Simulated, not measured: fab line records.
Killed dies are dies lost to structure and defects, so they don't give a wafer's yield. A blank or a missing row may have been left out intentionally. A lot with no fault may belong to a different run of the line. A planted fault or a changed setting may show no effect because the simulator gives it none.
A lot that was struck, set against a sound lot	flow sky130	43 steps out of a route of 708
Sound: the wafers L180.1, L180.5, L180.6. The struck wafers were L185.2, L185.3, L185.4. At the end, the cause is stated.
Per side, at each step with rows, come the tool, then ch with its chambers, and then its first start. Under that, the readings that differ: sound wafers	struck wafers	difference of the means	sigmas: that difference in standard deviations of wafers without a fault.
alike: a reading whose means differ by less than 2 such deviations, as well as words and numbers matching on both sides. not compared: withheld readings; readings where some wafer has no value; bounds like >300 that might hide an equal value; numbers whose values overlap and for which the record gives no deviation.
Wherever a step has rows on one side only, a row that says differs or no value, or a row with sigmas, the two part there. Numbers that don't overlap but have no deviation are shown without sigmas and don't part them. Lack of a reading on every wafer of one side parts them only where that side has two or more wafers.

first, 5 steps without rows for these wafers: SKY_METAL3_COAT_08 (resist thk 1140 nm); SKY_METAL3_SOFTBAKE_09 (time 90 s); SKY_METAL3_EXPOSE_10 (exposes mask MM3, target cd 300 nm); SKY_METAL3_PEB_11; SKY_METAL3_DEVELOP_12 (develop time 60 s).
SKY_METAL3_CD_MEAS_13: the cd target is 300 nm.
  struck on cd-sem-02, day 40 21:53; sound on cd-sem-02, day 39 03:25
  alike: cd-nm
SKY_METAL3_OVL_MEAS_14:
  struck on overlay-02, day 40 21:59; sound on overlay-01, day 39 03:32
  alike: METAL3_OVL
then, 5 steps without rows for these wafers: SKY_METAL3_DESCUM_15 (chemistry O2, time 8 s); SKY_METAL3_ETCH_16 (etches BARC in N2/H2, stops on SiO2, time 88.2 s, target depth 60 nm); SKY_METAL3_ETCH_17 (etches SiO2 in C4F8/O2/Ar, stops on TiN, time 3.9 s, target depth 15 nm); SKY_METAL3_METAL_ETCH_18 (etches the open film in Cl2/BCl3, stops on SiO2, target depth 845 nm, time 183.1 s); SKY_METAL3_STRIP_19 (strips in O2/N2).
SKY_METAL3_STRIP_20: strips in post etch residue remover, time 1200 s.
  sound on wet-bench-01 ch 1, day 39 04:02; struck on wet-bench-01 ch 1, day 40 22:27
then, 3 steps without rows for these wafers: SKY_METAL3_CLEAN_21 (cleans in IPA, time 180 s); SKY_METAL3_CLEAN_22 (cleans in O3/DIW); SKY_VIA3_HDPCVD_00 (deposits SiO2, target thk 1635 nm, time 272.5 s).
SKY_VIA3_THK_MEAS_01:
  struck on film-metro-04, day 40 23:10; sound on film-metro-03, day 39 04:42
reading	sound	struck	difference	sigmas
VIA3_HDPCVD_THK (nm)	1665 1655 1661	1629 1606 1623	-41	-2
SKY_VIA3_CMP_02: polishes SiO2.
  sound on cmp-01 ch 0,1,3, day 39 04:59; struck on cmp-02 ch 0,2,3, day 40 23:16
  alike: motor-current-A
SKY_VIA3_BOW_MEAS_03:
  struck on film-metro-03, day 40 23:32; sound on film-metro-04, day 39 05:11
  alike: VIA3_BOW
then, 8 steps without rows for these wafers: SKY_VIA3_DEHYDRATE_04 (time 60 s); SKY_VIA3_HMDS_05 (prime time 60 s); SKY_VIA3_COAT_06 (resist thk 60 nm); SKY_VIA3_COAT_07 (resist thk 450 nm); SKY_VIA3_SOFTBAKE_08 (time 88.45 s); SKY_VIA3_EXPOSE_09 (exposes mask VIM3, target cd 200 nm); SKY_VIA3_PEB_10; SKY_VIA3_DEVELOP_11 (develop time 60 s).
SKY_VIA3_CD_MEAS_12: the cd target is 200 nm.
  struck on cd-sem-01, day 42 00:06; sound on cd-sem-02, day 40 06:13
  alike: cd-nm
SKY_VIA3_OVL_MEAS_13:
  struck on overlay-01, day 42 00:13; sound on overlay-02, day 40 06:20
  alike: VIA3_OVL
SKY_VIA3_ETCH_14: etches BARC in N2/H2, stops on SiO2, time 45.9 s, target depth 60 nm.
  sound on rie-diel-04 ch 0,3, day 40 06:22; struck on rie-diel-04 ch 1,2,3, day 42 00:14
  alike: drypump-motor-current-A, oes-product-au, throttle-valve-pct
  not compared: rf-hours-counter-h
SKY_VIA3_ETCH_15: etches SiO2 in C4F8/O2/Ar, stops on TiN, target depth 507 nm, time 78 s.
  sound on rie-diel-04 ch 0,3, day 40 06:25; struck on rie-diel-04 ch 1,2,3, day 42 00:17
  alike: oes-product-au
  not compared: rf-hours-counter-h
then, 6 steps without rows for these wafers: SKY_VIA3_STRIP_16 (strips in O2/N2); SKY_VIA3_STRIP_17 (strips in post etch residue remover, time 1200 s); SKY_VIA3_CLEAN_18 (cleans in IPA, time 180 s); SKY_VIA3_CLEAN_19 (cleans in O3/DIW); SKY_VIA3_SPUTTER_20 (material TiN, target thk 20 nm, time 80 s); SKY_VIA3_CVD_21 (deposits W, target thk 390 nm, time 117.31 s).
SKY_VIA3_RS_MEAS_22: the measuring method here is four-point-probe.
  struck on film-metro-02, day 42 01:10; sound on film-metro-03, day 40 07:15
  alike: VIA3_W_RS
SKY_VIA3_THK_MEAS_23: measures by xrf.
  struck on film-metro-02, day 42 01:17; sound on film-metro-03, day 40 07:22
  alike: VIA3_W_THK
then, 1 step without rows for these wafers: SKY_VIA3_CMP_24 (polishes, stops on SiO2, t overpolish 20 s, target thk 0 nm).
SKY_METAL4_SPUTTER_00: material Ti, target thk 15 nm, time 10 s.
  struck on pvd-sputter-03, day 42 01:38; sound on pvd-sputter-01, day 40 07:52
  alike: throttle-valve-pct
SKY_METAL4_SPUTTER_01: material TiN, target thk 20 nm, time 16.7 s.
  struck on pvd-sputter-03, day 42 01:39; sound on pvd-sputter-01, day 40 07:53
  alike: throttle-valve-pct
-- the record jumps here: 6 days lie between the struck wafers' starts before and after (it left off in module METAL4 and takes up again in module PAD_OPEN, whose first step shown is number 708 of the route) --
SKY_PAD_OPEN_PROBE_99:
  struck on prober-01, day 47 17:08; sound on prober-02, day 46 06:37
reading	sound	struck	difference	sigmas
defect-limited-yield (%)	80.5 82.5 79.7	75.2 74.0 75.8	-5.9	-3
killed_at_M0_to_M3	54 51 47	83 78 71	+27	+4
killed-dies	96 86 100	122 128 119	+29	+3
sort_bin_3_pad_short (%)	1.2 1.0 1.0	3.0 4.1 3.9	+2.6	+6
sort_bin_5_function (%)	12.2 9.8 12.0	14.4 16.5 14.4	+3.8	+2
sort-n-pass	396 406 392	370 364 373	-29	-3
sort-yield-pct (%)	80.5 82.5 79.7	75.2 74.0 75.8	-5.9	-3
model.etest.tester.sort-n-pass	396 406 392	370 364 373	-29	
model.etest.tester.sort-yield-pct (%)	80.49 82.52 79.67	75.2 73.98 75.81	-5.9	
model.etest.tester.sort_bin_5_pct (%)	12.2 9.756 11.99	14.43 16.46 14.43	+3.79	
model.etest.tester.sort_bin_3_pct (%)	1.22 1.016 1.016	3.049 4.065 3.862	+2.575	
  alike: killed_at_M4_up, killed-at-contacts, killed-at-front-end, killed-at-other, killed-open, killed-short, sort_bin_6_memory

WHERE THEY PART
At SKY_VIA3_THK_MEAS_01 first; at SKY_PAD_OPEN_PROBE_99 last (within this record only).

WHY: what the simulator had put in
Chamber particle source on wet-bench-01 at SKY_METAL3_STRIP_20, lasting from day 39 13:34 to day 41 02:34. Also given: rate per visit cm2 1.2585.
